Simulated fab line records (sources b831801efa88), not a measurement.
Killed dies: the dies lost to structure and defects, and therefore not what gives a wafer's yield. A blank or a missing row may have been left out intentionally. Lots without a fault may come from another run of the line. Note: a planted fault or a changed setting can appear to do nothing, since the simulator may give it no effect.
fab line records    flow sky130
record: lots: 5  wafers: 15  last-day: 49
route steps=708 shown VIA4@641 METAL5@661 PASSIVATION@681 PAD_OPEN@708
lots untouched by any fault: they come from a run of this same line in which no faults occurred
start-h: start of the lot's first displayed wafer, in hours after the record's first day    wait-h: hours elapsed since this lot's preceding step    " same as the row above    L1.1+2: one row covering several wafers at once    - value missing, or start not given    * or withheld: withheld    < > ~ a bound
route shown NAME@n: NAME is a module with steps in the file, n the number in the route of the first one    usual: the fault-free wafers' mean and standard deviation    same: alike in all rows    chamber/n: place in a boat    sites: each site's reading    _std_site: their standard deviation    _edge_site: outer sites' mean less inner sites'    radius-mm: for every site, how far away it sits from the centre of the wafer    mask NAME#n: copy n    behind: tool/chamber where the wafer was last shaped    hold: cause of the lot's hold/its duration in hours/its outcome    device: names the non-switching transistor (n, p or np)    end of line: the tests these same wafers got at the end of their route    a step without rows: its recipe alone    killed: the dies lost at the first sort to structure and to defects; this is not the yield of the wafer    map: the dies of a wafer, with x for killed, . for not killed, _ for no die there
set.NAME: the setting that was run; set.NAME@STEP: the one run at that earlier step    model.NAME: the simulator's own value behind a step, which no gauge read
a table for each step, a row for each wafer; lots at some steps of the route
== steps ==
step: SKY_VIA4_CMP_02
recipe: material: SiO2  down-force-psi: 4  platen-rpm: 60  pad-velocity-m-s: 0.94248
step: SKY_VIA4_DEHYDRATE_04
recipe: temp-c: 200  time-s: 60
step: SKY_VIA4_HMDS_05
recipe: prime-time-s: 60  prime-temp-c: 120
step: SKY_VIA4_COAT_06
recipe: resist: NOVOLAK  spin-rpm: 3000  resist-thk-nm: 1140
step: SKY_VIA4_SOFTBAKE_07
recipe: temp-c: 90  time-s: 60  resist: NOVOLAK
step: SKY_VIA4_EXPOSE_08
recipe: mask-id: VIM4  na: 0.6  source-shape: conventional  sigma-outer: 0.6  polarization: unpolarized  target-cd-nm: 800  dose-mj: 132
step: SKY_VIA4_PEB_09
recipe: temp-c: withheld  time-s: *  resist: NOVOLAK
step: SKY_VIA4_DEVELOP_10
recipe: resist: NOVOLAK  developer: TMAH  develop-time-s: 60  dev-temp-c: 23
step: SKY_VIA4_ETCH_12
recipe: target: SiO2  chemistry: C4F8/O2/Ar  stop-on: TiN  mask-material: NOVOLAK  source-w: 1500  bias-w: 1200  pressure-mtorr: 40  c4f8-flow-sccm: withheld  O2_flow_sccm: 6  Ar_flow_sccm: 300  time-s: withheld  target-depth-a: 5800
step: SKY_VIA4_STRIP_13
recipe: chemistry: O2/N2  power-w: 1400  pressure-mtorr: 1500  platen-temp-c: withheld  o2-flow-sccm: 3000  n2-flow-sccm: 300  overash-fraction: 0.5
step: SKY_VIA4_STRIP_14
recipe: chemistry: post-etch-residue-remover  time-s: 1200  temp-c: 72.5
usual: bath-heat-duty-pct: 14.7/1.4
lot.wafer  tool          chamber  start-h  wait-h  bath-heat-duty-pct
L485.1     wet-bench-03  2        1059.94  0.1     13.2
L485.2     "             2        "        "       13.9
L485.3     "             2        "        "       13.6
L486.4     wet-bench-03  2        1067.34  0.0     14.3
L486.5     "             2        "        "       13.7
L486.6     "             2        "        "       13.5
L493.2     wet-bench-03  3        1113.74  0.1     14.8
L493.3     "             3        "        "       16.2
L493.4     "             3        "        "       13.0
L496.2     wet-bench-03  2        1121.93  0.1     13.8
L496.3     "             2        "        "       14.4
L496.5     "             2        "        "       14.3
L495.2     wet-bench-03  2        1124.03  0.1     14.2
L495.3     "             2        "        "       14.5
L495.6     "             2        "        "       13.8
step: SKY_VIA4_CLEAN_15
recipe: chemistry: IPA  time-s: 180  temp-c: 25
step: SKY_VIA4_CLEAN_16
recipe: chemistry: O3/DIW  dry: n2-spin
step: SKY_VIA4_SPUTTER_17
recipe: material: TiN  target-thk-nm: 20  chamber-pressure-pa: 5  power-w: 4000  time-s: 80
step: SKY_VIA4_CVD_18
recipe: material: W  target-thk-nm: 505  time-s: 152.14  temp-c: 400  pressure-torr: 40
step: SKY_VIA4_CMP_21
recipe: stop-on: SiO2  t-overpolish-s: 25  down-force-psi: 3.5  platen-rpm: 60  target-thk-nm: 0  pad-velocity-m-s: 0.94248
step: SKY_METAL5_SPUTTER_00
recipe: material: Ti  target-thk-nm: 15  power-w: 3000  time-s: 10  chamber-pressure-pa: 0.4
step: SKY_METAL5_SPUTTER_01
recipe: material: TiN  target-thk-nm: 20  power-w: 6500  time-s: 16.7  chamber-pressure-pa: 0.4
step: SKY_METAL5_SPUTTER_02
recipe: material: AlCu  target-thk-nm: 1150  power-w: 10600  time-s: 61.2  chamber-pressure-pa: 0.4
step: SKY_METAL5_SPUTTER_03
recipe: material: Ti  target-thk-nm: 5  power-w: 3000  time-s: 3.3  chamber-pressure-pa: 0.4
step: SKY_METAL5_SPUTTER_04
recipe: material: TiN  target-thk-nm: 70  power-w: 6500  time-s: 58.3  chamber-pressure-pa: 0.4
step: SKY_METAL5_DEHYDRATE_07
recipe: temp-c: 200  time-s: 60
step: SKY_METAL5_HMDS_08
recipe: prime-time-s: 60  prime-temp-c: 120
step: SKY_METAL5_COAT_09
recipe: resist: NOVOLAK  spin-rpm: 3000  resist-thk-nm: 1800
step: SKY_METAL5_SOFTBAKE_10
recipe: temp-c: 90  time-s: 60  resist: NOVOLAK
step: SKY_METAL5_EXPOSE_11
recipe: mask-id: MM5  na: 0.6  source-shape: conventional  sigma-outer: 0.6  polarization: unpolarized  target-cd-nm: 1600  dose-mj: 190
step: SKY_METAL5_PEB_12
recipe: temp-c: withheld  time-s: *  resist: NOVOLAK
step: SKY_METAL5_DEVELOP_13
recipe: resist: NOVOLAK  developer: TMAH  develop-time-s: 60  dev-temp-c: 23
step: SKY_METAL5_DESCUM_14
recipe: chemistry: O2  source-power-w: 150  bias-power-w: 0  pressure-mtorr: 10  temp-c: 40  time-s: 11
step: SKY_METAL5_METAL_ETCH_15
recipe: target-depth-a: 12600  stop-on: SiO2  over-etch-frac: 0.2  time-s: 252  chemistry: Cl2/BCl3  resist-sidewall-deg: 86  pressure-mtorr: 10  icp-w: 900  bias-w: 48.5  Cl2_flow_sccm: 60  bcl3-flow-sccm: 30
step: SKY_METAL5_STRIP_16
recipe: chemistry: O2/N2  power-w: 1400  pressure-mtorr: 1500  platen-temp-c: withheld  o2-flow-sccm: 3000  n2-flow-sccm: 300  overash-fraction: 0.5
step: SKY_METAL5_STRIP_17
recipe: chemistry: post-etch-residue-remover  time-s: 1200  temp-c: 72.5
step: SKY_METAL5_CLEAN_18
recipe: chemistry: IPA  time-s: 180  temp-c: 25
step: SKY_METAL5_CLEAN_19
recipe: chemistry: O3/DIW  dry: n2-spin
step: SKY_PASSIVATION_CVD_00
recipe: material: SiO2  target-thk-nm: 90  temp-c: 400  time-s: withheld  rf-w: 600
step: SKY_PAD_OPEN_PROBE_99
usual: defect-limited-yield: 82.5/2  killed_at_M0_to_M3: 44/7  killed_at_M4_up: 3.4/1.7  killed-at-contacts: 24/4.9  killed-at-front-end: 15/4.5  killed-at-other: 0.4/0.61  killed-dies: 86/9.7  killed-open: 47/7.1  killed-short: 39/6.1  sort_bin_3_pad_short: 0.9/0.42  sort_bin_5_function: 10.4/1.4  sort_bin_6_memory: 6.2/1.2  sort-n-pass: 406/9.7  sort-yield-pct: 82.5/2
same: gross-dies: 492  killed-at-back-side: 0  sort_bin_4_leakage[%]: 0  sort_bin_8_speed[%]: 0
lot.wafer  tool       chamber  start-h  wait-h  defect-limited-yield[%]  killed_at_M0_to_M3  killed_at_M4_up  killed-at-contacts  killed-at-front-end  killed-at-other  killed-dies  killed-open  killed-short  sort_bin_3_pad_short[%]  sort_bin_5_function[%]  sort_bin_6_memory[%]  sort-n-pass  sort-yield-pct[%]  model.etest.tester.sort-n-pass  model.etest.tester.sort-yield-pct  model.etest.tester.sort_bin_5_pct  model.etest.tester.sort_bin_3_pct
L485.1     prober-02  -        1126.99  0.1     82.3                     49                  2                24                  12                   0                87           53           33            0.4                      10.8                    6.5                   405          82.3               405                             82.32                              10.77                              0.4065
L485.2     prober-02  -        1127.04  0.1     82.7                     49                  3                23                  10                   0                85           46           38            0.6                      11.6                    5.1                   407          82.7               407                             82.72                              11.59                              0.6098
L485.3     prober-02  -        1127.09  0.2     81.3                     48                  4                23                  15                   2                92           48           44            0.8                      11.2                    6.7                   400          81.3               400                             81.3                               11.18                              0.813
L486.4     prober-01  -        1132.40  0.2     82.9                     48                  3                13                  19                   1                84           46           38            0.4                      10.2                    6.5                   408          82.9               408                             82.93                              10.16                              0.4065
L486.5     prober-01  -        1132.45  0.2     81.7                     43                  3                23                  20                   1                90           52           37            0.4                      9.3                     8.5                   402          81.7               402                             81.71                              9.35                               0.4065
L486.6     prober-01  -        1132.50  0.2     83.1                     43                  3                31                  6                    0                83           55           28            0.6                      10.2                    6.1                   409          83.1               409                             83.13                              10.16                              0.6098
L493.2     prober-02  -        1174.90  0.1     78.9                     39                  35               15                  15                   0                104          42           30            3.7                      12.6                    4.9                   388          78.9               388                             78.86                              12.6                               3.659
L493.3     prober-02  -        1174.95  0.2     76.0                     33                  42               29                  12                   2                118          45           35            2.6                      12.8                    8.5                   374          76.0               374                             76.02                              12.8                               2.642
L493.4     prober-02  -        1175.00  0.2     77.8                     36                  40               26                  6                    1                109          48           22            2.0                      14.4                    5.7                   383          77.8               383                             77.85                              14.43                              2.033
L496.2     prober-02  -        1179.58  0.1     72.6                     36                  63               21                  14                   1                135          43           32            4.5                      16.5                    6.5                   357          72.6               357                             72.56                              16.46                              4.472
L496.3     prober-02  -        1179.63  0.2     70.5                     41                  63               24                  16                   1                145          48           37            5.5                      15.2                    8.7                   347          70.5               347                             70.53                              15.24                              5.488
L496.5     prober-02  -        1179.73  0.2     73.0                     43                  60               12                  17                   1                133          43           33            3.3                      17.1                    6.7                   359          73.0               359                             72.97                              17.07                              3.252
L495.2     prober-01  -        1181.53  0.1     70.9                     47                  53               23                  20                   0                143          55           36            2.6                      17.9                    8.5                   349          70.9               349                             70.94                              17.89                              2.642
L495.3     prober-01  -        1181.58  0.2     71.7                     44                  58               23                  14                   0                139          42           38            3.9                      16.1                    8.3                   353          71.7               353                             71.75                              16.06                              3.862
L495.6     prober-01  -        1181.73  0.2     74.8                     27                  58               25                  14                   0                124          40           30            3.0                      15.0                    7.1                   368          74.8               368                             74.8                               15.04                              3.049
killed by level:class
L485.1 VIA2:geometric-particle:open=13 VIA1:geometric-particle:open=10 CONTACT:geometric-particle:open=9 VIA1:geometric-particle:short=7 LI_CONTACT:geometric-particle:open=7 VIA3:geometric-particle:open=7 POLY_GATE:geometric-particle:short=5 LOCAL_INTERCONNECT:geometric-particle:short=3
L485.2 VIA1:geometric-particle:open=11 LI_CONTACT:geometric-particle:open=8 CONTACT:geometric-particle:open=8 METAL1:geometric-particle:short=7 VIA1:geometric-particle:short=7 VIA3:geometric-particle:open=5 VIA3:geometric-particle:short=5 VIA2:geometric-particle:open=4
L485.3 VIA1:geometric-particle:open=16 CONTACT:geometric-particle:open=8 LOCAL_INTERCONNECT:geometric-particle:short=6 LI_CONTACT:geometric-particle:open=5 METAL1:geometric-particle:short=5 VIA2:geometric-particle:open=5 POLY_GATE:geometric-particle:short=4 VIA3:geometric-particle:open=4
L486.4 VIA1:geometric-particle:open=18 VIA1:geometric-particle:short=8 FIELD_ISO:geometric-particle:short=5 CONTACT:geometric-particle:open=5 METAL1:geometric-particle:short=4 VIA3:geometric-particle:open=4 FIELD_ISO:geometric-particle:open=3 VIA2:geometric-particle:open=3
L486.5 CONTACT:geometric-particle:open=12 VIA1:geometric-particle:open=7 VIA3:geometric-particle:open=7 FIELD_ISO:geometric-particle:open=6 METAL2:geometric-particle:short=6 VIA2:geometric-particle:open=6 POLY_GATE:geometric-particle:open=5 CONTACT:geometric-particle:short=5
L486.6 CONTACT:geometric-particle:open=15 VIA3:geometric-particle:open=10 VIA1:geometric-particle:open=9 LI_CONTACT:geometric-particle:open=7 CONTACT:geometric-particle:short=7 VIA3:geometric-particle:short=7 VIA2:geometric-particle:open=7 VIA1:geometric-particle:short=4
L493.2 VIA4:unspecified=31 VIA1:geometric-particle:open=12 CONTACT:geometric-particle:open=6 LI_CONTACT:geometric-particle:open=5 METAL2:geometric-particle:short=5 VIA3:geometric-particle:open=5 FIELD_ISO:geometric-particle:open=4 METAL1:geometric-particle:short=4
L493.3 VIA4:unspecified=38 CONTACT:geometric-particle:open=12 LI_CONTACT:geometric-particle:open=6 LOCAL_INTERCONNECT:geometric-particle:short=6 METAL1:geometric-particle:short=6 VIA2:geometric-particle:open=6 VIA3:geometric-particle:open=6 POLY_GATE:geometric-particle:open=5
L493.4 VIA4:unspecified=38 VIA1:geometric-particle:open=12 CONTACT:geometric-particle:open=8 LI_CONTACT:geometric-particle:open=7 LOCAL_INTERCONNECT:geometric-particle:short=5 VIA2:geometric-particle:open=5 METAL2:geometric-particle:open=4 CONTACT:geometric-particle:short=3
L496.2 VIA4:unspecified=60 VIA1:geometric-particle:open=9 CONTACT:geometric-particle:open=7 METAL2:geometric-particle:short=7 CONTACT:geometric-particle:short=5 LI_CONTACT:geometric-particle:open=5 METAL1:geometric-particle:short=5 FIELD_ISO:geometric-particle:open=4
L496.3 VIA4:unspecified=60 CONTACT:geometric-particle:open=8 VIA1:geometric-particle:open=8 VIA3:geometric-particle:open=8 VIA2:geometric-particle:open=7 FIELD_ISO:geometric-particle:short=6 LI_CONTACT:geometric-particle:open=6 FIELD_ISO:geometric-particle:open=5
L496.5 VIA4:unspecified=56 VIA1:geometric-particle:open=12 METAL2:geometric-particle:short=8 FIELD_ISO:geometric-particle:open=6 VIA2:geometric-particle:open=5 POLY_GATE:geometric-particle:short=4 LI_CONTACT:geometric-particle:open=4 CONTACT:geometric-particle:open=4
L495.2 VIA4:unspecified=51 VIA1:geometric-particle:open=19 VIA2:geometric-particle:open=9 CONTACT:geometric-particle:open=9 CONTACT:geometric-particle:short=6 METAL1:geometric-particle:short=5 POLY_GATE:geometric-particle:open=4 LI_CONTACT:geometric-particle:open=4
L495.3 VIA4:unspecified=56 VIA1:geometric-particle:open=10 CONTACT:geometric-particle:open=8 VIA3:geometric-particle:short=5 VIA3:geometric-particle:open=5 FIELD_ISO:geometric-particle:open=4 LI_CONTACT:geometric-particle:short=4 LI_CONTACT:geometric-particle:open=4
L495.6 VIA4:unspecified=54 CONTACT:geometric-particle:open=12 CONTACT:geometric-particle:short=6 FIELD_ISO:geometric-particle:open=5 VIA3:geometric-particle:open=5 METAL1:geometric-particle:short=5 VIA1:geometric-particle:open=5 VIA2:geometric-particle:open=4
map L493.3 (x killed, . not)
__________..xxxxxxxx_________
________.xx.xxxxxxxxxx_______
______.....x.xxxxxxxxxx._____
_____...x.....xxxxxx..x..____
____..........xxxx..x.....___
___.......x................__
__....x....xx........xxx...._
_..x.....xx......x.....x.x...
_..xx....x...x.x.....x......x
_..x..............x.....xx...
_.x.......................x.x
_.x.........x.x....xx.xx.....
_.....x...........xx.........
_x.........x.x.....x.....x...
_..xx...x......xx....x.....x.
__.....x.x.....x............_
___.xx...x..xxx.......x....__
____...x.......xx........x___
_____....x...x.x.....x...____
______........x...x..x.._____
________........x...x._______
__________.x..x....._________
map L495.2 (x killed, . not)
__________xx...x...x_________
________........x..x.x_______
______.................._____
_____x...xx.........x..x.____
____x.......x...x...xxxx..___
___.......x...x.x.....x....__
__.x.x................x..xx._
_.........x.............x..xx
_..x.......x..x.x...x...x..xx
_.x..x.x.xxxx.....x.x....x...
_....x.x................x.x..
_...x.............xx.........
_.....xx.x.....x.x.xx........
_x............x..x...x...x...
_x...........x..xxxx......x..
__.x.x......x.xxxxxxxx......_
___.....x..x.xxxxxxxxx.x...__
____...x...x.xxxxxxxxx....___
_____........xxxxxxxx..x.____
______x...x.xxxxxxxxxx.._____
________x.....x.xxxx.._______
__________x.xxxxx..._________
== key ==
first-sign: step: SKY_PAD_OPEN_PROBE_99  reading: killed_at_M4_up  direction: up  sigmas: 30  usual: 3.4  struck: 52.4
effect: step: SKY_PAD_OPEN_PROBE_99  reading: sort_bin_3_pad_short  direction: up  sigmas: 6.1  usual: 0.9  struck: 3.5
model-effect: step: SKY_PAD_OPEN_PROBE_99  value: etest.tester.sort-n-pass  without: 406.4  struck: 364.2
met-at SKY_VIA4_STRIP_14
struck-wafers L493.2,L493.3,L493.4,L495.2,L495.3,L495.6,L496.2,L496.3,L496.5
onset-between 1067.34 1113.74
also-fits time
fault: kind: chamber-particle-source  tool: wet-bench-03  chamber: -  onset-h: 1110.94  steps: SKY_VIA4_STRIP_14  rate-per-visit-cm2: 1.2118  end-h: 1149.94
